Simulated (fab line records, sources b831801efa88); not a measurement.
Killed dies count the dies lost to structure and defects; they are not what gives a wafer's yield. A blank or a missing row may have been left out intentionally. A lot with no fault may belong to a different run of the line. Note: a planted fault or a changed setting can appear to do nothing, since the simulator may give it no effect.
A struck lot beside a sound one    flow sky130    32 steps out of a route of 708
Sound: these wafers, L781.1, L781.2, L781.6. Struck: wafers L773.3, L773.5 (left out: L773.4, a lot-mate that was not struck); the cause follows at the end.
Per side, at each step with rows, come the tool, then ch with its chambers, and then its first start. Under that, the readings that differ: sound wafers    struck wafers    difference of the means    sigmas: that difference in standard deviations of wafers without a fault.
alike: readings whose means differ by less than 2 such deviations, and words and numbers that are the same on both sides. not compared: withheld readings, readings that some wafer has no value for, bounds like >300 that may hide the same value, and numbers for which the record gives no deviation and whose values overlap.
Wherever a step has rows on one side only, a row that says differs or no value, or a row with sigmas, the two part there. Non-overlapping numbers with no deviation appear without sigmas and do not part them. A reading missing from all wafers of one side parts the sides only when that side holds two or more wafers.

first, 5 steps without rows for these wafers: SKY_CONTACT_ETCH_18 (etches Si3N4 in CHF3/O2, stops on TiN, time 39 s, target depth 75 nm); SKY_CONTACT_STRIP_19 (strips in O2/N2); SKY_CONTACT_STRIP_20 (strips in post etch residue remover, time 1200 s); SKY_CONTACT_CLEAN_21 (cleans in IPA, time 180 s); SKY_CONTACT_CLEAN_22 (cleans in O3/DIW).
SKY_CONTACT_SPUTTER_23: material TiN, target thk 20 nm, time 80 s.
  struck on pvd_sputter-03, day 35 06:53; sound on pvd_sputter-01, day 37 18:40
  alike: throttle_valve_pct
SKY_CONTACT_CVD_24: deposits W, target thk 340 nm, time 102.12 s.
  sound on cvd_w-02 ch 0,1, day 37 18:44; struck on cvd_w-02 ch 0, day 35 06:59
  alike: heater_power_w
SKY_CONTACT_RS_MEAS_25: the measuring method here is four-point-probe.
  struck on film_metro-04, day 35 07:07; sound on film_metro-03, day 37 18:50
  alike: CONTACT_W_RS
SKY_CONTACT_THK_MEAS_26: measures by xrf.
  struck on film_metro-04, day 35 07:13; sound on film_metro-03, day 37 18:58
reading             sound        struck   difference  sigmas
CONTACT_W_THK (nm)  363 363 364  340 344  -21         -3
then, 3 steps without rows for these wafers: SKY_CONTACT_CMP_27 (polishes, stops on SiO2, t overpolish 15 s, target thk 0 nm); SKY_METAL1_SPUTTER_00 (material Ti, target thk 15 nm, time 10 s); SKY_METAL1_SPUTTER_01 (material TiN, target thk 20 nm, time 16.7 s).
SKY_METAL1_SPUTTER_02: material AlCu, target thk 250 nm, time 13.3 s.
  struck on pvd_sputter-01, day 35 07:35; sound on pvd_sputter-04, day 37 19:22
reading                                      sound              struck       difference  sigmas
model.AlCu_of_METAL1_SPUTTER_02.thk_nm (nm)  245.3 247.9 248.4  188.9 197.3  -54.1       
  alike: throttle_valve_pct
SKY_METAL1_SPUTTER_03: material Ti, target thk 5 nm, time 3.3 s.
  struck on pvd_sputter-01, day 35 07:37; sound on pvd_sputter-04, day 37 19:23
  alike: throttle_valve_pct
SKY_METAL1_SPUTTER_04: material TiN, target thk 70 nm, time 58.3 s.
  struck on pvd_sputter-01, day 35 07:38; sound on pvd_sputter-04, day 37 19:25
  alike: throttle_valve_pct
SKY_METAL1_RS_MEAS_05: the measuring method here is four-point-probe.
  struck on film_metro-04, day 35 07:44; sound on film_metro-04, day 37 19:28
reading                  sound                 struck         difference  sigmas
METAL1_ALCU_RS (ohm/sq)  0.1289 0.1279 0.1273  0.1693 0.1619  +0.0376     +25
SKY_METAL1_THK_MEAS_06: measures by xrf.
  struck on film_metro-04, day 35 07:50; sound on film_metro-04, day 37 19:35
reading               sound        struck   difference  sigmas
METAL1_ALCU_THK (nm)  241 244 244  187 195  -52         -15
then, 8 steps without rows for these wafers: SKY_METAL1_DEHYDRATE_07 (time 60 s); SKY_METAL1_HMDS_08 (prime time 60 s); SKY_METAL1_COAT_09 (resist thk 60 nm); SKY_METAL1_COAT_10 (resist thk 450 nm); SKY_METAL1_SOFTBAKE_11 (time 90 s); SKY_METAL1_EXPOSE_12 (exposes mask MM1, target cd 140 nm); SKY_METAL1_PEB_13; SKY_METAL1_DEVELOP_14 (develop time 60 s).
SKY_METAL1_CD_MEAS_15 targets a cd of 140 nm.
  struck on cd_sem-01, day 36 10:52; sound on cd_sem-01, day 38 21:05
reading     sound              struck       difference  sigmas
cd_nm (nm)  140.4 142.2 140.8  137.5 139.9  -2.4        -2
SKY_METAL1_OVL_MEAS_16:
  struck on overlay-02, day 36 10:58; sound on overlay-01, day 38 21:12
  alike: METAL1_OVL
then, 2 steps without rows for these wafers: SKY_METAL1_DESCUM_17 (chemistry O2, time 8 s); SKY_METAL1_ETCH_18 (etches BARC in N2/H2, stops on SiO2, time 45.9 s, target depth 60 nm).
SKY_METAL1_METAL_ETCH_19: etches the open film in Cl2/BCl3, stops on SiO2, target depth 360 nm, time 78 s.
  sound on rie_metal-01 ch 0, day 38 21:26; struck on rie_metal-03 ch 0, day 36 11:14
reading                sound              struck       difference  sigmas
oes_product_au (a.u.)  0.849 0.856 0.851  0.804 0.815  -0.042      -7
  alike: drypump_motor_current_A, throttle_valve_pct
  not compared: rf_hours_counter_h
SKY_METAL1_STRIP_20: strips in O2/N2.
  sound on plasma_asher-03 ch 0,1, day 38 21:37; struck on plasma_asher-03 ch 0,1, day 36 11:23
  alike: drypump_motor_current_A, oes_product_au, strip_time_to_endpoint_s
  not compared: rf_hours_counter_h
-- the record jumps here: 12 days lie between the struck wafers' starts before and after (it left off in module METAL1 and takes up again in module PAD_OPEN, whose first step shown is number 708 of the route) --
SKY_PAD_OPEN_PROBE_99:
  struck on prober-01, day 48 12:16; sound on prober-02, day 50 09:34
reading                       sound                 struck         difference  sigmas
model.etest.met1.line_ohm_um  0.9015 0.9078 0.9238  1.248 1.176    +0.301      
model.etest.met1.rs_ohm_sq    0.13 0.1289 0.129     0.1706 0.1645  +0.0383     
  alike: defect_limited_yield, killed_at_M0_to_M3, killed_at_M4_up, killed_at_contacts, killed_at_front_end, killed_at_other, killed_dies, killed_open, killed_short, sort_bin_3_pad_short, sort_bin_5_function, sort_bin_6_memory, sort_n_pass, sort_yield_pct

## WHERE THEY PART
At SKY_CONTACT_THK_MEAS_26 first; at SKY_METAL1_METAL_ETCH_19 last (within this record only). Later steps at which nothing parts them and some readings are alike: SKY_METAL1_STRIP_20, SKY_PAD_OPEN_PROBE_99.

WHY: what had been put in by the simulator
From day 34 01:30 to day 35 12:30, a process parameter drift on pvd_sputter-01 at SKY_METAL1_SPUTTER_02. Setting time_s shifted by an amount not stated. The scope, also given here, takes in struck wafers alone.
